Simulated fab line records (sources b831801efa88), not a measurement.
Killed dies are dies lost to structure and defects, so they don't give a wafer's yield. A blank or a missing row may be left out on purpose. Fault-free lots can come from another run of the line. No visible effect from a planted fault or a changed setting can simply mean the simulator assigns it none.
What tool caused it? ; flow gf180mcu ; 7 lots, 20 wafers sampled, at 1 step of a route of 602

== WHAT THE GAUGES READ, wafer by wafer ==
GF_PSD_CD_MEAS_07 targets a cd of 400 nm.
lot;measured;on;cd nm (nm)
L668;day 15 03:52;cd sem-01;399.5 399.9 398.2
L675;day 17 07:27;cd sem-02;404.0 403.2
L678;day 18 12:46;cd sem-01;404.0 405.3 403.0
L680;day 19 22:20;cd sem-02;401.5 402.3 401.9
L684;day 21 21:21;cd sem-02;402.0 404.1 403.7
L687;day 22 14:20;cd sem-01;403.2 404.0 399.9
L686;day 22 16:44;cd sem-02;398.9 403.9 399.4

== EACH LOT AND THE TOOL THAT RAN IT (in order: tool; ch and the chambers of the sampled wafers; start) ==
Before these readings, the record contains no process step.

== THE ANSWER, worked out from the rows above alone ==
Rule: the lots themselves supply what counts as usual. Put in order of their means at a reading, lots are off if they are a third of the lots or fewer, leave a main group of 4 or more, and stand apart from it by a gap of 3 or more times the standard deviation of the main group's means; of several such gaps the widest counts. The tables above print the reading to a certain number of digits; a main group whose means all agree to those digits is not used. A lot without any number at a reading at which 4 lots or more have one is off too. Where the step has rows for the other lots, those lots are counted as sound.
No lot is off at any reading shown: from this, nothing can be told.

== WHAT THE SIMULATOR HAD INSERTED ==
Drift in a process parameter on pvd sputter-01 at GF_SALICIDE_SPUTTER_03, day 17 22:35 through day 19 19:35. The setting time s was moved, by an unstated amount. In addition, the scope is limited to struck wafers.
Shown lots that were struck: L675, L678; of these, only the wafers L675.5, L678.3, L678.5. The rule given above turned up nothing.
